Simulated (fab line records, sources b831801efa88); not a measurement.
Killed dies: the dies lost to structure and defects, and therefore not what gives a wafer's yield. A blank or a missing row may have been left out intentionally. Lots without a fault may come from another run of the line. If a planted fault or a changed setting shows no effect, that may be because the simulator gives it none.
Which of the tools did it?	flow gf180mcu	6 lots, 18 wafers sampled, at 4 steps of a route of 602

## WHAT THE GAUGES READ, wafer by wafer
GF_TOP_METAL_OVL_MEAS_15.
lot	measured	on	TOP_METAL_OVL (nm)
L251	day 29 05:52	overlay-01	-1.8 -2.3 -3.0
L254	day 29 23:13	overlay-01	-0.1 0.9 0.1
L257	day 31 00:16	overlay-02	1.3 1.0 1.5
L258	day 31 03:43	overlay-02	0.2 -1.4 -1.0
L262	day 32 05:31	overlay-01	-3.1 -1.3 -2.9
L267	day 33 01:50	overlay-02	0.0 0.2 -0.4

## WHAT TOOL EACH LOT RAN ON (gives the tool, then ch and the chambers of the sampled wafers, and finally the start)
lot	GF_V4_ETCH_17	GF_MIM_SPUTTER_00	GF_MIM_SPUTTER_02
L251	rie-diel-03 ch 0,1,3, day 25 18:00	pvd-sputter-04, day 25 19:53	pvd-sputter-04, day 25 20:01
L254	rie-diel-02 ch 2,3, day 26 12:00	pvd-sputter-04, day 26 13:54	pvd-sputter-04, day 26 14:02
L257	rie-diel-02 ch 0,1,2, day 27 15:00	pvd-sputter-04, day 27 17:10	pvd-sputter-04, day 27 17:17
L258	rie-diel-03 ch 0,2,3, day 27 18:00	pvd-sputter-04, day 27 19:51	pvd-sputter-04, day 27 19:59
L262	rie-diel-03 ch 1,2, day 28 22:00	pvd-sputter-02, day 29 00:07	pvd-sputter-02, day 29 00:14
L267	rie-diel-02 ch 1,2,3, day 29 22:00	pvd-sputter-04, day 29 23:22	pvd-sputter-04, day 29 23:30
- GF_V4_ETCH_17: etches SiO2 in C4F8/O2/Ar, stops on TiN, target depth 630 nm.
- GF_MIM_SPUTTER_00: material Ti, target thk 37.5 nm, time 150 s.
- GF_MIM_SPUTTER_02: material AlCu, target thk 450 nm, time 23.9 s.

## THE ANSWER, worked out from the rows above alone
Rule: usual is defined by the lots themselves. Put in order of their means at a reading, lots are off if they are a third of the lots or fewer, leave a main group of 4 or more, and stand apart from it by a gap of 3 or more times the standard deviation of the main group's means; of several such gaps the widest counts. Not used: any main group whose means are identical at the precision the tables above print for the reading. A lot without any number at a reading at which 4 lots or more have one is off too. All remaining lots with rows at the step are treated as sound.
No lot is off on any of the readings shown, so nothing can be concluded from this.

## WHAT THE SIMULATOR HAD PUT IN
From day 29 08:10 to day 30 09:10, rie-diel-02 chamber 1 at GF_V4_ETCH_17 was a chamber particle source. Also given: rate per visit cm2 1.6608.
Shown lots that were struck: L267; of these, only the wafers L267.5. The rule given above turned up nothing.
